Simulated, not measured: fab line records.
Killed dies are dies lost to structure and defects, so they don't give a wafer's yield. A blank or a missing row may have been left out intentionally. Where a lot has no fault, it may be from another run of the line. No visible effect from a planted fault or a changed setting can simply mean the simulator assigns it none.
Struck lot and sound lot, side by side -- flow sfqLine -- 42 steps out of a route of 325
Sound: the wafers L699.2, L699.3, L699.5. Struck: wafer L689.4. (L689.3, L689.5 of the same lot were not struck and are left out.) The cause comes at the end.
For every step that has rows: the tool of each side, followed by ch and its chambers, followed by its first start. Under that, the readings that differ: sound wafers -- struck wafers -- difference of the means -- sigmas: that difference in standard deviations of wafers without a fault.
alike: readings whose means differ by less than 2 such deviations, and words and numbers that are the same on both sides. not compared: withheld readings, readings that some wafer has no value for, bounds like >300 that may hide the same value, and numbers for which the record gives no deviation and whose values overlap.
A row with sigmas, a row that says differs or no value, or rows on one side alone: a step with any of these is where the two part. Non-overlapping numbers with no deviation appear without sigmas and do not part them. A reading missing from all wafers of one side parts the sides only when that side holds two or more wafers.

first, 6 steps without rows for these wafers: SFQ_TRILAYER_M4_LITHO_COAT_098 (resist thk 62 nm); SFQ_TRILAYER_M4_LITHO_COAT_093 (resist thk 600 nm); SFQ_TRILAYER_M4_LITHO_SOFTBAKE_097; SFQ_TRILAYER_M4_LITHO_EXPOSE_094 (exposes mask M4, target cd 500 nm); SFQ_TRILAYER_M4_LITHO_PEB_096 (peb time 60 s); SFQ_TRILAYER_M4_LITHO_DEVELOP_095 (time 60 s).
SFQ_M4_OVL_MEAS_926:
  sound: overlay-01 at day 57 10:06; struck: overlay-02 at day 52 18:41
reading,sound,struck,difference,sigmas
M4_OVL (nm),-16 -20 -21,-5,+14,+2
then, 1 step without rows for these wafers: SFQ_TRILAYER_M4_BARC_OPEN_METAL_ETCH_123 (etches BARC in O2, target depth 125 nm, time 41.7 s).
SFQ_TRILAYER_M4_ETCH_METAL_ETCH_096: etches Nb in Cl2/Ar, stops on SiO2, target depth 240 nm, time 120 s.
  sound on rieMetal-02 ch 0,1, day 57 10:11; struck on rieMetal-04 ch 0, day 52 18:49
  alike: drypumpMotorCurrentA, oesProductAu
  not compared: rfHoursCounterH
then, 3 steps without rows for these wafers: SFQ_TRILAYER_M4_STRIP_STRIP_097 (strips in O2); SFQ_TRILAYER_M4_STRIP_SOLV_CLEAN_098 (cleans in NMP, time 600 s); SFQ_TRILAYER_I4_DEP_PECVD_099 (deposits SiO2 from SiH4/N2O, time 111.11 s, target thk 500 nm).
SFQ_TRILAYER_I4_CMP_CMP_100: polishes SiO2.
  sound on cmp-01 ch 1,2,3, day 58 14:42; struck on cmp-01 ch 1, day 52 21:54
reading,sound,struck,difference,sigmas
timeToEndpointS (s),205 205 208,242,+36,+4
model.SiO2_of_TRILAYER_I4_DEP_PECVD_099.thkNm (nm),199.1 200.7 198.9,180.4,-19.2,
  alike: motorCurrentA
SFQ_I4_BOW_MEAS_927:
  sound: filmMetro-03 at day 58 17:13; struck: filmMetro-03 at day 53 00:26
reading,sound,struck,difference,sigmas
I4_BOW (um),30 29 28,0,-29,-3
SFQ_TRILAYER_I4_METRO_MEASURE_101:
  sound: filmMetro-03 at day 58 17:31; struck: filmMetro-03 at day 53 00:55
reading,sound,struck,difference,sigmas
thkNm (nm),199.3 200.5 198.8,180.5,-19.0,-16
then, 6 steps without rows for these wafers: SFQ_TRILAYER_I4_VIA_LITHO_COAT_108 (resist thk 62 nm); SFQ_TRILAYER_I4_VIA_LITHO_COAT_103 (resist thk 650 nm); SFQ_TRILAYER_I4_VIA_LITHO_SOFTBAKE_107; SFQ_TRILAYER_I4_VIA_LITHO_EXPOSE_104 (exposes mask I4, target cd 700 nm); SFQ_TRILAYER_I4_VIA_LITHO_PEB_106 (peb time 60 s); SFQ_TRILAYER_I4_VIA_LITHO_DEVELOP_105 (time 60 s).
-- the record jumps here: 4 days lie between the struck wafers' starts before and after --
SFQ_I4_OVL_MEAS_928:
  sound: overlay-01 at day 62 09:29; struck: overlay-01 at day 57 08:55
reading,sound,struck,difference,sigmas
I4_OVL (nm),5 5 1,-9,-13,-3
then, 1 step without rows for these wafers: SFQ_TRILAYER_I4_VIA_BARC_OPEN_VIA_ETCH_146 (etches BARC in O2, target depth 125 nm, time 41.7 s).
SFQ_TRILAYER_I4_VIA_ETCH_VIA_ETCH_106: etches SiO2 in CHF3, stops on Nb, target depth 260 nm.
  sound on rieDiel-03 ch 0,2,3, day 62 09:33; struck on rieDiel-03 ch 2, day 57 08:58
reading,sound,struck,difference,sigmas
oesProductAu (a.u.),0.851 0.860 0.854,0.809,-0.046,-9
model.I4.featureDepthNm (nm),199.1 200.7 198.9,180.4,-19.2,
model.etch.depthNm (nm),199.1 200.7 198.9,180.4,-19.2,
  alike: drypumpMotorCurrentA
SFQ_TRILAYER_I4_VIA_STRIP_STRIP_107: strips in O2.
  sound on rieMetal-03 ch 0,1, day 62 09:40; struck on rieMetal-04 ch 0, day 57 09:17
  alike: drypumpMotorCurrentA, oesProductAu
  not compared: rfHoursCounterH
then, 2 steps without rows for these wafers: SFQ_TRILAYER_I4_VIA_STRIP_SOLV_CLEAN_108 (cleans in NMP, time 600 s); SFQ_TRILAYER_JJ_TRILAYER_DEP_PRE_CLEAN_113 (time 22.5 s).
SFQ_TRILAYER_JJ_TRILAYER_DEP_SPUTTER_109: material Nb, target thk 150 nm, time 100 s.
  sound: pvdSputter-04 at day 62 10:28; struck: pvdSputter-03 at day 57 09:53
  alike: throttleValvePct
SFQ_TRILAYER_JJ_TRILAYER_DEP_SPUTTER_110: material Al, target thk 8 nm, time 10 s.
  sound: pvdSputter-04 at day 62 10:32; struck: pvdSputter-03 at day 57 09:58
  alike: throttleValvePct
then, 2 steps without rows for these wafers: SFQ_TRILAYER_JJ_TRILAYER_DEP_AL_OXIDATION_111 (oxidation time 600 s); SFQ_TRILAYER_JJ_TRILAYER_DEP_SPUTTER_112 (material Nb, target thk 170 nm, time 113.3 s).
SFQ_JJ_RS_MEAS_929: uses a four-point probe to measure.
  sound: filmMetro-02 at day 62 11:40; struck: filmMetro-03 at day 57 11:06
  alike: JJ_NB_RS
then, 6 steps without rows for these wafers: SFQ_TRILAYER_JJ_CE_LITHO_COAT_119 (resist thk 62 nm); SFQ_TRILAYER_JJ_CE_LITHO_COAT_114 (resist thk 600 nm); SFQ_TRILAYER_JJ_CE_LITHO_SOFTBAKE_118; SFQ_TRILAYER_JJ_CE_LITHO_EXPOSE_115 (exposes mask J5, target cd 700 nm); SFQ_TRILAYER_JJ_CE_LITHO_PEB_117 (peb time 60 s); SFQ_TRILAYER_JJ_CE_LITHO_DEVELOP_116 (time 60 s).
-- the record jumps here: 3 days lie between the struck wafers' starts before and after --
SFQ_JJ_OVL_MEAS_931:
  sound: overlay-02 at day 66 17:20; struck: overlay-01 at day 60 19:05
  alike: J5_OVL
next, for these wafers, 1 step has no rows: SFQ_TRILAYER_JJ_CE_METRO_MEASURE_117.
SFQ_TRILAYER_JJ_CE_BARC_OPEN_RIE_150: chemistry O2, target BARC, target depth 240 nm, time 80 s.
  sound on rieMetal-04 ch 0,1, day 66 18:34; struck on rieMetal-04 ch 1, day 60 20:20
reading,sound,struck,difference,sigmas
oesProductAu (a.u.),0.528 0.532 0.543,0.546,+0.012,+2
  alike: drypumpMotorCurrentA
  not compared: rfHoursCounterH
SFQ_TRILAYER_M5_ETCH_METAL_ETCH_126: etches Nb in Cl2/BCl3, stops on SiO2, time 203.2 s, target depth 265 nm.
  sound on rieMetal-03 ch 0,1, day 70 00:28; struck on rieMetal-03 ch 0, day 61 07:25
reading,sound,struck,difference,sigmas
model.SiO2_of_TRILAYER_I4_DEP_PECVD_099.thkNm (nm),178.9 181.3 179.6,160.2,-19.7,
  alike: drypumpMotorCurrentA, oesProductAu
  not compared: rfHoursCounterH

## WHERE THEY PART
Earliest at SFQ_M4_OVL_MEAS_926; latest, in this record, at SFQ_TRILAYER_JJ_CE_BARC_OPEN_RIE_150. Later steps at which nothing parts them and some readings are alike: SFQ_TRILAYER_M5_ETCH_METAL_ETCH_126.

WHY: whatever the simulator had introduced
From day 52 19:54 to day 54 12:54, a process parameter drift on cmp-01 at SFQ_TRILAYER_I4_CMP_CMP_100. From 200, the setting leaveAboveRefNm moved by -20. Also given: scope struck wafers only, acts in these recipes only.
